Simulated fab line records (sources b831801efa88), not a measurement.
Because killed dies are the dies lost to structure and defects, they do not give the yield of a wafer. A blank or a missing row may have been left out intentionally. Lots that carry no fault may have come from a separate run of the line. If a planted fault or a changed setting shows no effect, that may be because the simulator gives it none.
Which tool did it? / flow gf180mcu / 72 wafers from 24 lots sampled at 6 of the route's 602 steps

## WHAT THE GAUGES READ, wafer by wafer
GF_V3_THK_MEAS_03.
lot=L074; measured=day 21 11:44; on=film-metro-01; V3_CVD_02_THK (nm)=852 842 857
lot=L075; measured=day 21 17:07; on=film-metro-01; V3_CVD_02_THK (nm)=827 845 838
lot=L076; measured=day 22 11:08; on=film-metro-03; V3_CVD_02_THK (nm)=840 873 867
lot=L077; measured=day 22 18:17; on=film-metro-01; V3_CVD_02_THK (nm)=856 837 872
lot=L079; measured=day 23 05:37; on=film-metro-04; V3_CVD_02_THK (nm)=851 839 840
lot=L078; measured=day 23 09:20; on=film-metro-01; V3_CVD_02_THK (nm)=836 861 837
lot=L080; measured=day 23 17:07; on=film-metro-01; V3_CVD_02_THK (nm)=857 867 841
lot=L081; measured=day 24 01:45; on=film-metro-04; V3_CVD_02_THK (nm)=853 870 842
lot=L082; measured=day 24 13:07; on=film-metro-03; V3_CVD_02_THK (nm)=844 850 853
lot=L083; measured=day 24 19:53; on=film-metro-04; V3_CVD_02_THK (nm)=848 832 839
lot=L084; measured=day 25 03:45; on=film-metro-03; V3_CVD_02_THK (nm)=853 836 847
lot=L085; measured=day 25 11:04; on=film-metro-03; V3_CVD_02_THK (nm)=851 850 859
lot=L086; measured=day 25 16:52; on=film-metro-04; V3_CVD_02_THK (nm)=828 834 845
lot=L087; measured=day 25 22:29; on=film-metro-01; V3_CVD_02_THK (nm)=829 832 841
lot=L088; measured=day 26 05:02; on=film-metro-01; V3_CVD_02_THK (nm)=841 847 851
lot=L089; measured=day 26 12:34; on=film-metro-04; V3_CVD_02_THK (nm)=841 853 848
lot=L090; measured=day 26 22:48; on=film-metro-03; V3_CVD_02_THK (nm)=840 841 877
lot=L091; measured=day 27 05:35; on=film-metro-04; V3_CVD_02_THK (nm)=845 841 849
lot=L092; measured=day 27 11:53; on=film-metro-03; V3_CVD_02_THK (nm)=825 843 850
lot=L093; measured=day 27 15:47; on=film-metro-01; V3_CVD_02_THK (nm)=822 839 851
lot=L094; measured=day 28 00:10; on=film-metro-03; V3_CVD_02_THK (nm)=848 852 869
lot=L095; measured=day 28 08:39; on=film-metro-01; V3_CVD_02_THK (nm)=812 828 836
lot=L096; measured=day 28 13:32; on=film-metro-01; V3_CVD_02_THK (nm)=868 867 861
lot=L097; measured=day 28 23:11; on=film-metro-04; V3_CVD_02_THK (nm)=835 848 859

GF_V5_THK_MEAS_01.
lot=L074; measured=day 26 10:37; on=film-metro-03; V5_CVD_00_THK (nm)=305 295 299
lot=L075; measured=day 26 15:23; on=film-metro-04; V5_CVD_00_THK (nm)=298 295 299
lot=L076; measured=day 27 06:52; on=film-metro-04; V5_CVD_00_THK (nm)=296 301 296
lot=L077; measured=day 27 12:32; on=film-metro-03; V5_CVD_00_THK (nm)=305 299 300
lot=L079; measured=day 27 21:50; on=film-metro-03; V5_CVD_00_THK (nm)=298 301 304
lot=L078; measured=day 28 01:56; on=film-metro-03; V5_CVD_00_THK (nm)=296 298 297
lot=L080; measured=day 28 08:17; on=film-metro-03; V5_CVD_00_THK (nm)=305 302 301
lot=L081; measured=day 28 16:08; on=film-metro-04; V5_CVD_00_THK (nm)=294 305 297
lot=L082; measured=day 29 01:46; on=film-metro-01; V5_CVD_00_THK (nm)=300 299 303
lot=L083; measured=day 29 07:39; on=film-metro-01; V5_CVD_00_THK (nm)=306 301 300
lot=L084; measured=day 29 13:20; on=film-metro-03; V5_CVD_00_THK (nm)=305 300 295
lot=L085; measured=day 29 20:07; on=film-metro-04; V5_CVD_00_THK (nm)=304 289 299
lot=L086; measured=day 30 03:14; on=film-metro-04; V5_CVD_00_THK (nm)=302 301 299
lot=L087; measured=day 30 08:12; on=film-metro-01; V5_CVD_00_THK (nm)=297 307 299
lot=L088; measured=day 30 12:50; on=film-metro-04; V5_CVD_00_THK (nm)=299 301 303
lot=L089; measured=day 30 18:08; on=film-metro-03; V5_CVD_00_THK (nm)=299 300 305
lot=L090; measured=day 31 04:28; on=film-metro-01; V5_CVD_00_THK (nm)=305 302 306
lot=L091; measured=day 31 09:07; on=film-metro-01; V5_CVD_00_THK (nm)=308 310 302
lot=L092; measured=day 31 17:04; on=film-metro-04; V5_CVD_00_THK (nm)=297 302 301
lot=L093; measured=day 31 20:58; on=film-metro-04; V5_CVD_00_THK (nm)=303 302 295
lot=L094; measured=day 32 01:36; on=film-metro-03; V5_CVD_00_THK (nm)=295 300 296
lot=L095; measured=day 32 10:05; on=film-metro-03; V5_CVD_00_THK (nm)=302 298 297
lot=L096; measured=day 32 16:58; on=film-metro-04; V5_CVD_00_THK (nm)=303 302 293
lot=L097; measured=day 32 22:24; on=film-metro-03; V5_CVD_00_THK (nm)=303 293 304

## WHAT TOOL EACH LOT RAN ON (gives the tool, then ch and the chambers of the sampled wafers, and finally the start)
lot=L074; GF_V2_CMP_04=cmp-02 ch 0,2,3, day 19 06:56; GF_M4_SPUTTER_04=pvd-sputter-02, day 22 14:13; GF_V4_CVD_23=cvd-w-01 ch 0, day 24 13:59; GF_M5_METAL_ETCH_10=rie-metal-04 ch 0,1, day 26 09:53
lot=L075; GF_V2_CMP_04=cmp-01 ch 0,1,2, day 19 13:16; GF_M4_SPUTTER_04=pvd-sputter-01, day 22 19:13; GF_V4_CVD_23=cvd-w-02 ch 0,1, day 24 18:31; GF_M5_METAL_ETCH_10=rie-metal-04 ch 0,1, day 26 14:40
lot=L076; GF_V2_CMP_04=cmp-02 ch 1,2,3, day 20 07:03; GF_M4_SPUTTER_04=pvd-sputter-01, day 23 13:07; GF_V4_CVD_23=cvd-w-02 ch 0,1, day 25 12:17; GF_M5_METAL_ETCH_10=rie-metal-04 ch 0,1, day 27 06:10
lot=L077; GF_V2_CMP_04=cmp-01 ch 1,2,3, day 20 14:56; GF_M4_SPUTTER_04=pvd-sputter-02, day 23 19:23; GF_V4_CVD_23=cvd-w-01 ch 0,1, day 25 17:23; GF_M5_METAL_ETCH_10=rie-metal-01 ch 0,1, day 27 11:50
lot=L079; GF_V2_CMP_04=cmp-01 ch 1,2,3, day 21 02:50; GF_M4_SPUTTER_04=pvd-sputter-01, day 24 06:51; GF_V4_CVD_23=cvd-w-02 ch 0,1, day 26 03:58; GF_M5_METAL_ETCH_10=rie-metal-01 ch 0,1, day 27 21:08
lot=L078; GF_V2_CMP_04=cmp-02 ch 0,1, day 21 06:56; GF_M4_SPUTTER_04=pvd-sputter-03, day 24 10:33; GF_V4_CVD_23=cvd-w-01 ch 0,1, day 26 08:17; GF_M5_METAL_ETCH_10=rie-metal-01 ch 0,1, day 28 01:14
lot=L080; GF_V2_CMP_04=cmp-02 ch 0,1, day 21 13:59; GF_M4_SPUTTER_04=pvd-sputter-01, day 24 17:35; GF_V4_CVD_23=cvd-w-01 ch 1, day 26 14:29; GF_M5_METAL_ETCH_10=rie-metal-01 ch 0,1, day 28 07:35
lot=L081; GF_V2_CMP_04=cmp-02 ch 0,1,2, day 21 23:59; GF_M4_SPUTTER_04=pvd-sputter-01, day 25 01:31; GF_V4_CVD_23=cvd-w-01 ch 0,1, day 26 21:44; GF_M5_METAL_ETCH_10=rie-metal-03 ch 0,1, day 28 15:05
lot=L082; GF_V2_CMP_04=cmp-01 ch 2,3, day 22 12:30; GF_M4_SPUTTER_04=pvd-sputter-01, day 25 12:53; GF_V4_CVD_23=cvd-w-01 ch 0,1, day 27 08:46; GF_M5_METAL_ETCH_10=rie-metal-01 ch 0,1, day 29 01:04
lot=L083; GF_V2_CMP_04=cmp-01 ch 1,2,3, day 22 19:31; GF_M4_SPUTTER_04=pvd-sputter-01, day 25 19:29; GF_V4_CVD_23=cvd-w-01 ch 0,1, day 27 14:44; GF_M5_METAL_ETCH_10=rie-metal-04 ch 0,1, day 29 06:53
lot=L084; GF_V2_CMP_04=cmp-01 ch 1,2,3, day 23 03:04; GF_M4_SPUTTER_04=pvd-sputter-01, day 26 02:27; GF_V4_CVD_23=cvd-w-01 ch 0,1, day 27 21:07; GF_M5_METAL_ETCH_10=rie-metal-03 ch 0,1, day 29 12:17
lot=L085; GF_V2_CMP_04=cmp-02 ch 1,2, day 23 11:07; GF_M4_SPUTTER_04=pvd-sputter-03, day 26 10:03; GF_V4_CVD_23=cvd-w-01 ch 0, day 28 03:41; GF_M5_METAL_ETCH_10=rie-metal-04 ch 0,1, day 29 19:23
lot=L086; GF_V2_CMP_04=cmp-01 ch 1,2, day 23 17:36; GF_M4_SPUTTER_04=pvd-sputter-01, day 26 16:32; GF_V4_CVD_23=cvd-w-01 ch 0,1, day 28 11:05; GF_M5_METAL_ETCH_10=rie-metal-03 ch 0,1, day 30 02:32
lot=L087; GF_V2_CMP_04=cmp-02 ch 0,2, day 24 00:18; GF_M4_SPUTTER_04=pvd-sputter-03, day 26 21:52; GF_V4_CVD_23=cvd-w-01 ch 0,1, day 28 16:49; GF_M5_METAL_ETCH_10=rie-metal-03 ch 0,1, day 30 07:26
lot=L088; GF_V2_CMP_04=cmp-01 ch 2,3, day 24 07:13; GF_M4_SPUTTER_04=pvd-sputter-03, day 27 03:24; GF_V4_CVD_23=cvd-w-02 ch 0,1, day 28 21:31; GF_M5_METAL_ETCH_10=rie-metal-01 ch 0,1, day 30 12:08
lot=L089; GF_V2_CMP_04=cmp-01 ch 2,3, day 24 15:11; GF_M4_SPUTTER_04=pvd-sputter-03, day 27 10:37; GF_V4_CVD_23=cvd-w-01 ch 0,1, day 29 03:32; GF_M5_METAL_ETCH_10=rie-metal-03 ch 0,1, day 30 17:28
lot=L090; GF_V2_CMP_04=cmp-01 ch 0,1,2, day 25 01:26; GF_M4_SPUTTER_04=pvd-sputter-02, day 27 20:51; GF_V4_CVD_23=cvd-w-02 ch 0,1, day 29 13:15; GF_M5_METAL_ETCH_10=rie-metal-04 ch 0,1, day 31 03:46
lot=L091; GF_V2_CMP_04=cmp-02 ch 1,2,3, day 25 10:17; GF_M4_SPUTTER_04=pvd-sputter-02, day 28 03:11; GF_V4_CVD_23=cvd-w-02 ch 0,1, day 29 19:31; GF_M5_METAL_ETCH_10=rie-metal-03 ch 0,1, day 31 08:25
lot=L092; GF_V2_CMP_04=cmp-02 ch 0,2,3, day 25 15:20; GF_M4_SPUTTER_04=pvd-sputter-02, day 28 09:35; GF_V4_CVD_23=cvd-w-02 ch 0, day 30 02:35; GF_M5_METAL_ETCH_10=rie-metal-04 ch 0,1, day 31 16:22
lot=L093; GF_V2_CMP_04=cmp-01 ch 0,1,3, day 25 19:49; GF_M4_SPUTTER_04=pvd-sputter-02, day 28 13:38; GF_V4_CVD_23=cvd-w-02 ch 0,1, day 30 07:50; GF_M5_METAL_ETCH_10=rie-metal-04 ch 0,1, day 31 20:16
lot=L094; GF_V2_CMP_04=cmp-02 ch 0,2,3, day 26 04:13; GF_M4_SPUTTER_04=pvd-sputter-01, day 28 21:19; GF_V4_CVD_23=cvd-w-01 ch 1, day 30 12:40; GF_M5_METAL_ETCH_10=rie-metal-01 ch 0,1, day 32 00:52
lot=L095; GF_V2_CMP_04=cmp-01 ch 0,2,3, day 26 14:00; GF_M4_SPUTTER_04=pvd-sputter-03, day 29 06:12; GF_V4_CVD_23=cvd-w-01 ch 0,1, day 30 22:05; GF_M5_METAL_ETCH_10=rie-metal-04 ch 0,1, day 32 09:22
lot=L096; GF_V2_CMP_04=cmp-02 ch 0,2,3, day 26 18:53; GF_M4_SPUTTER_04=pvd-sputter-02, day 29 11:05; GF_V4_CVD_23=cvd-w-01 ch 0,1, day 31 02:32; GF_M5_METAL_ETCH_10=rie-metal-01 ch 0,1, day 32 16:15
lot=L097; GF_V2_CMP_04=cmp-01 ch 0,1,2, day 27 05:19; GF_M4_SPUTTER_04=pvd-sputter-03, day 29 20:14; GF_V4_CVD_23=cvd-w-01 ch 0,1, day 31 10:48; GF_M5_METAL_ETCH_10=rie-metal-01 ch 0,1, day 32 21:38
- GF_V2_CMP_04: polishes SiO2.
- GF_M4_SPUTTER_04: material TiN, target thk 50 nm, time 41.7 s.
- GF_V4_CVD_23: deposits W, target thk 350 nm, time 104.9 s.
- GF_M5_METAL_ETCH_10: etches the open film in Cl2/BCl3, stops on SiO2, target depth 627.5 nm, time 104.6 s.

## AS READ BY THE TOOLS THEMSELVES (means over the sampled wafers that have a number; for cases with no such wafer, the mark the record gives instead)
GF_V2_CMP_04.
lot=L074; tool=cmp-02; motor-current-A (A)=12.0; time-to-endpoint-s (s)=82
lot=L075; tool=cmp-01; motor-current-A (A)=12.0; time-to-endpoint-s (s)=80
lot=L076; tool=cmp-02; motor-current-A (A)=11.8; time-to-endpoint-s (s)=83
lot=L077; tool=cmp-01; motor-current-A (A)=12.9; time-to-endpoint-s (s)=71
lot=L079; tool=cmp-01; motor-current-A (A)=12.9; time-to-endpoint-s (s)=76
lot=L078; tool=cmp-02; motor-current-A (A)=13.1; time-to-endpoint-s (s)=95
lot=L080; tool=cmp-02; motor-current-A (A)=13.4; time-to-endpoint-s (s)=96
lot=L081; tool=cmp-02; motor-current-A (A)=12.1; time-to-endpoint-s (s)=89
lot=L082; tool=cmp-01; motor-current-A (A)=13.5; time-to-endpoint-s (s)=73
lot=L083; tool=cmp-01; motor-current-A (A)=12.9; time-to-endpoint-s (s)=69
lot=L084; tool=cmp-01; motor-current-A (A)=12.8; time-to-endpoint-s (s)=75
lot=L085; tool=cmp-02; motor-current-A (A)=11.5; time-to-endpoint-s (s)=76
lot=L086; tool=cmp-01; motor-current-A (A)=12.4; time-to-endpoint-s (s)=75
lot=L087; tool=cmp-02; motor-current-A (A)=12.2; time-to-endpoint-s (s)=82
lot=L088; tool=cmp-01; motor-current-A (A)=13.0; time-to-endpoint-s (s)=74
lot=L089; tool=cmp-01; motor-current-A (A)=13.6; time-to-endpoint-s (s)=71
lot=L090; tool=cmp-01; motor-current-A (A)=12.3; time-to-endpoint-s (s)=73
lot=L091; tool=cmp-02; motor-current-A (A)=11.9; time-to-endpoint-s (s)=86
lot=L092; tool=cmp-02; motor-current-A (A)=11.8; time-to-endpoint-s (s)=76
lot=L093; tool=cmp-01; motor-current-A (A)=12.4; time-to-endpoint-s (s)=73
lot=L094; tool=cmp-02; motor-current-A (A)=11.8; time-to-endpoint-s (s)=80
lot=L095; tool=cmp-01; motor-current-A (A)=12.9; time-to-endpoint-s (s)=81
lot=L096; tool=cmp-02; motor-current-A (A)=11.9; time-to-endpoint-s (s)=80
lot=L097; tool=cmp-01; motor-current-A (A)=12.7; time-to-endpoint-s (s)=74

GF_M4_SPUTTER_04.
lot=L074; tool=pvd-sputter-02; cathode-dc-power-W (W)=6499.9; throttle-valve-pct (%)=30.3
lot=L075; tool=pvd-sputter-01; cathode-dc-power-W (W)=6499.0; throttle-valve-pct (%)=31.0
lot=L076; tool=pvd-sputter-01; cathode-dc-power-W (W)=6500.7; throttle-valve-pct (%)=30.4
lot=L077; tool=pvd-sputter-02; cathode-dc-power-W (W)=6499.7; throttle-valve-pct (%)=29.3
lot=L079; tool=pvd-sputter-01; cathode-dc-power-W (W)=6500.6; throttle-valve-pct (%)=30.2
lot=L078; tool=pvd-sputter-03; cathode-dc-power-W (W)=6499.3; throttle-valve-pct (%)=30.8
lot=L080; tool=pvd-sputter-01; cathode-dc-power-W (W)=6500.5; throttle-valve-pct (%)=30.7
lot=L081; tool=pvd-sputter-01; cathode-dc-power-W (W)=6499.1; throttle-valve-pct (%)=30.8
lot=L082; tool=pvd-sputter-01; cathode-dc-power-W (W)=6500.3; throttle-valve-pct (%)=30.0
lot=L083; tool=pvd-sputter-01; cathode-dc-power-W (W)=6500.4; throttle-valve-pct (%)=30.5
lot=L084; tool=pvd-sputter-01; cathode-dc-power-W (W)=6500.4; throttle-valve-pct (%)=30.9
lot=L085; tool=pvd-sputter-03; cathode-dc-power-W (W)=6499.7; throttle-valve-pct (%)=30.7
lot=L086; tool=pvd-sputter-01; cathode-dc-power-W (W)=6499.9; throttle-valve-pct (%)=30.0
lot=L087; tool=pvd-sputter-03; cathode-dc-power-W (W)=6500.1; throttle-valve-pct (%)=30.8
lot=L088; tool=pvd-sputter-03; cathode-dc-power-W (W)=6500.1; throttle-valve-pct (%)=30.4
lot=L089; tool=pvd-sputter-03; cathode-dc-power-W (W)=6499.9; throttle-valve-pct (%)=30.6
lot=L090; tool=pvd-sputter-02; cathode-dc-power-W (W)=6500.0; throttle-valve-pct (%)=30.3
lot=L091; tool=pvd-sputter-02; cathode-dc-power-W (W)=6500.8; throttle-valve-pct (%)=30.3
lot=L092; tool=pvd-sputter-02; cathode-dc-power-W (W)=6500.0; throttle-valve-pct (%)=29.5
lot=L093; tool=pvd-sputter-02; cathode-dc-power-W (W)=6499.9; throttle-valve-pct (%)=29.8
lot=L094; tool=pvd-sputter-01; cathode-dc-power-W (W)=6500.3; throttle-valve-pct (%)=29.7
lot=L095; tool=pvd-sputter-03; cathode-dc-power-W (W)=6499.5; throttle-valve-pct (%)=30.4
lot=L096; tool=pvd-sputter-02; cathode-dc-power-W (W)=6498.9; throttle-valve-pct (%)=29.3
lot=L097; tool=pvd-sputter-03; cathode-dc-power-W (W)=6500.7; throttle-valve-pct (%)=30.6

GF_V4_CVD_23.
lot=L074; tool=cvd-w-01; heater-power-w (W)=819
lot=L075; tool=cvd-w-02; heater-power-w (W)=861
lot=L076; tool=cvd-w-02; heater-power-w (W)=841
lot=L077; tool=cvd-w-01; heater-power-w (W)=826
lot=L079; tool=cvd-w-02; heater-power-w (W)=872
lot=L078; tool=cvd-w-01; heater-power-w (W)=808
lot=L080; tool=cvd-w-01; heater-power-w (W)=821
lot=L081; tool=cvd-w-01; heater-power-w (W)=828
lot=L082; tool=cvd-w-01; heater-power-w (W)=820
lot=L083; tool=cvd-w-01; heater-power-w (W)=820
lot=L084; tool=cvd-w-01; heater-power-w (W)=819
lot=L085; tool=cvd-w-01; heater-power-w (W)=814
lot=L086; tool=cvd-w-01; heater-power-w (W)=833
lot=L087; tool=cvd-w-01; heater-power-w (W)=827
lot=L088; tool=cvd-w-02; heater-power-w (W)=850
lot=L089; tool=cvd-w-01; heater-power-w (W)=812
lot=L090; tool=cvd-w-02; heater-power-w (W)=880
lot=L091; tool=cvd-w-02; heater-power-w (W)=890
lot=L092; tool=cvd-w-02; heater-power-w (W)=900
lot=L093; tool=cvd-w-02; heater-power-w (W)=858
lot=L094; tool=cvd-w-01; heater-power-w (W)=835
lot=L095; tool=cvd-w-01; heater-power-w (W)=821
lot=L096; tool=cvd-w-01; heater-power-w (W)=826
lot=L097; tool=cvd-w-01; heater-power-w (W)=814

GF_M5_METAL_ETCH_10.
lot=L074; tool=rie-metal-04; drypump-motor-current-A (A)=4.8; oes-product-au (a.u.)=0.970; throttle-valve-pct (%)=28.248
lot=L075; tool=rie-metal-04; drypump-motor-current-A (A)=4.9; oes-product-au (a.u.)=0.966; throttle-valve-pct (%)=28.251
lot=L076; tool=rie-metal-04; drypump-motor-current-A (A)=4.9; oes-product-au (a.u.)=0.966; throttle-valve-pct (%)=28.259
lot=L077; tool=rie-metal-01; drypump-motor-current-A (A)=5.6; oes-product-au (a.u.)=0.970; throttle-valve-pct (%)=28.246
lot=L079; tool=rie-metal-01; drypump-motor-current-A (A)=5.7; oes-product-au (a.u.)=0.972; throttle-valve-pct (%)=28.248
lot=L078; tool=rie-metal-01; drypump-motor-current-A (A)=5.7; oes-product-au (a.u.)=0.968; throttle-valve-pct (%)=28.251
lot=L080; tool=rie-metal-01; drypump-motor-current-A (A)=5.7; oes-product-au (a.u.)=0.974; throttle-valve-pct (%)=28.263
lot=L081; tool=rie-metal-03; drypump-motor-current-A (A)=5.5; oes-product-au (a.u.)=0.969; throttle-valve-pct (%)=28.265
lot=L082; tool=rie-metal-01; drypump-motor-current-A (A)=5.7; oes-product-au (a.u.)=0.981; throttle-valve-pct (%)=28.248
lot=L083; tool=rie-metal-04; drypump-motor-current-A (A)=4.9; oes-product-au (a.u.)=0.972; throttle-valve-pct (%)=28.255
lot=L084; tool=rie-metal-03; drypump-motor-current-A (A)=5.6; oes-product-au (a.u.)=0.973; throttle-valve-pct (%)=28.251
lot=L085; tool=rie-metal-04; drypump-motor-current-A (A)=4.9; oes-product-au (a.u.)=0.975; throttle-valve-pct (%)=28.243
lot=L086; tool=rie-metal-03; drypump-motor-current-A (A)=5.6; oes-product-au (a.u.)=0.960; throttle-valve-pct (%)=28.261
lot=L087; tool=rie-metal-03; drypump-motor-current-A (A)=5.6; oes-product-au (a.u.)=0.973; throttle-valve-pct (%)=28.251
lot=L088; tool=rie-metal-01; drypump-motor-current-A (A)=5.7; oes-product-au (a.u.)=0.971; throttle-valve-pct (%)=28.254
lot=L089; tool=rie-metal-03; drypump-motor-current-A (A)=5.5; oes-product-au (a.u.)=0.969; throttle-valve-pct (%)=28.253
lot=L090; tool=rie-metal-04; drypump-motor-current-A (A)=4.9; oes-product-au (a.u.)=0.961; throttle-valve-pct (%)=28.254
lot=L091; tool=rie-metal-03; drypump-motor-current-A (A)=5.5; oes-product-au (a.u.)=0.973; throttle-valve-pct (%)=28.244
lot=L092; tool=rie-metal-04; drypump-motor-current-A (A)=4.9; oes-product-au (a.u.)=0.966; throttle-valve-pct (%)=28.257
lot=L093; tool=rie-metal-04; drypump-motor-current-A (A)=4.9; oes-product-au (a.u.)=0.970; throttle-valve-pct (%)=28.263
lot=L094; tool=rie-metal-01; drypump-motor-current-A (A)=6.1; oes-product-au (a.u.)=0.974; throttle-valve-pct (%)=28.250
lot=L095; tool=rie-metal-04; drypump-motor-current-A (A)=4.9; oes-product-au (a.u.)=0.978; throttle-valve-pct (%)=28.247
lot=L096; tool=rie-metal-01; drypump-motor-current-A (A)=5.7; oes-product-au (a.u.)=0.968; throttle-valve-pct (%)=28.256
lot=L097; tool=rie-metal-01; drypump-motor-current-A (A)=6.1; oes-product-au (a.u.)=0.975; throttle-valve-pct (%)=28.258

## THE ANSWER, worked out from the rows above alone
Rule: what is usual is taken from the lots themselves. Put in order of their means at a reading, lots are off if they are a third of the lots or fewer, leave a main group of 4 or more, and stand apart from it by a gap of 3 or more times the standard deviation of the main group's means; of several such gaps the widest counts. The tables above print the reading to a certain number of digits; a main group whose means all agree to those digits is not used. Also off: a lot with no number at a reading for which 4 or more lots have one. Any other lot the step has rows for is counted as sound. The gauges are gone through in route order, then the tools' own readings, and for those a lot's mean is taken as printed above. The first step at which some lot is off is used, and at that step the reading that is off furthest; a lot without a number counts as furthest.
Nothing can be told from this: no lot is off at any reading shown.

## WHAT HAD BEEN PUT IN BY THE SIMULATOR
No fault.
